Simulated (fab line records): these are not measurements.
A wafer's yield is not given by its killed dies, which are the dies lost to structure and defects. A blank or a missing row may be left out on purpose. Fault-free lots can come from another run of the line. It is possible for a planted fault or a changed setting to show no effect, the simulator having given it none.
Which tool is to blame? | flow gf180mcu | 21 wafers from 7 lots sampled at 2 of the route's 602 steps

== WHAT EACH GAUGE READ, for each wafer ==
GF_POLY_GATE_THK_MEAS_17.
lot  | measured     | on           | POLY_GATE_OXIDATION_THK (nm)
L808 | day 9 11:39  | filmMetro-03 | 4.15 4.11 4.00
L810 | day 10 03:13 | filmMetro-02 | 4.07 4.02 4.06
L812 | day 10 19:29 | filmMetro-03 | 4.00 4.03 4.10
L815 | day 11 15:55 | filmMetro-04 | 4.00 3.96 3.92
L819 | day 12 20:25 | filmMetro-02 | 4.05 4.02 4.09
L821 | day 13 10:44 | filmMetro-02 | 3.99 3.93 4.00
L823 | day 14 03:20 | filmMetro-02 | 3.97 3.98 3.94

== WHAT TOOL EACH LOT RAN ON (gives the tool, then ch and the chambers of the sampled wafers, and finally the start) ==
lot  | GF_VT_IMPLANT_RTA_45
L808 | rtpAnneal-02 ch 0, day 7 18:23
L810 | rtpAnneal-02 ch 0, day 8 09:14
L812 | rtpAnneal-02 ch 0, day 9 00:30
L815 | rtpAnneal-01 ch 0, day 9 19:44
L819 | rtpAnneal-01 ch 0, day 10 23:29
L821 | rtpAnneal-02 ch 0, day 11 12:05
L823 | rtpAnneal-02 ch 0, day 12 01:09
- GF_VT_IMPLANT_RTA_45: time 30 s.

== THE ANSWER, worked out from the rows above alone ==
Rule: the lots themselves supply what counts as usual. The widest of any qualifying gaps counts: lots, ordered by their means at a reading, are off when they make up no more than a third of the lots, leave a main group of 4 or more, and stand apart from it by 3 or more times the standard deviation of that group's means. A main group whose means are all the same, to the digits that the tables above print for the reading, isn't used. Also off: a lot with no number at a reading for which 4 or more lots have one. Any other lot the step has rows for is counted as sound.
Across all readings shown, no lot is off: no conclusion can be drawn from this.

== WHAT THE SIMULATOR PUT IN ==
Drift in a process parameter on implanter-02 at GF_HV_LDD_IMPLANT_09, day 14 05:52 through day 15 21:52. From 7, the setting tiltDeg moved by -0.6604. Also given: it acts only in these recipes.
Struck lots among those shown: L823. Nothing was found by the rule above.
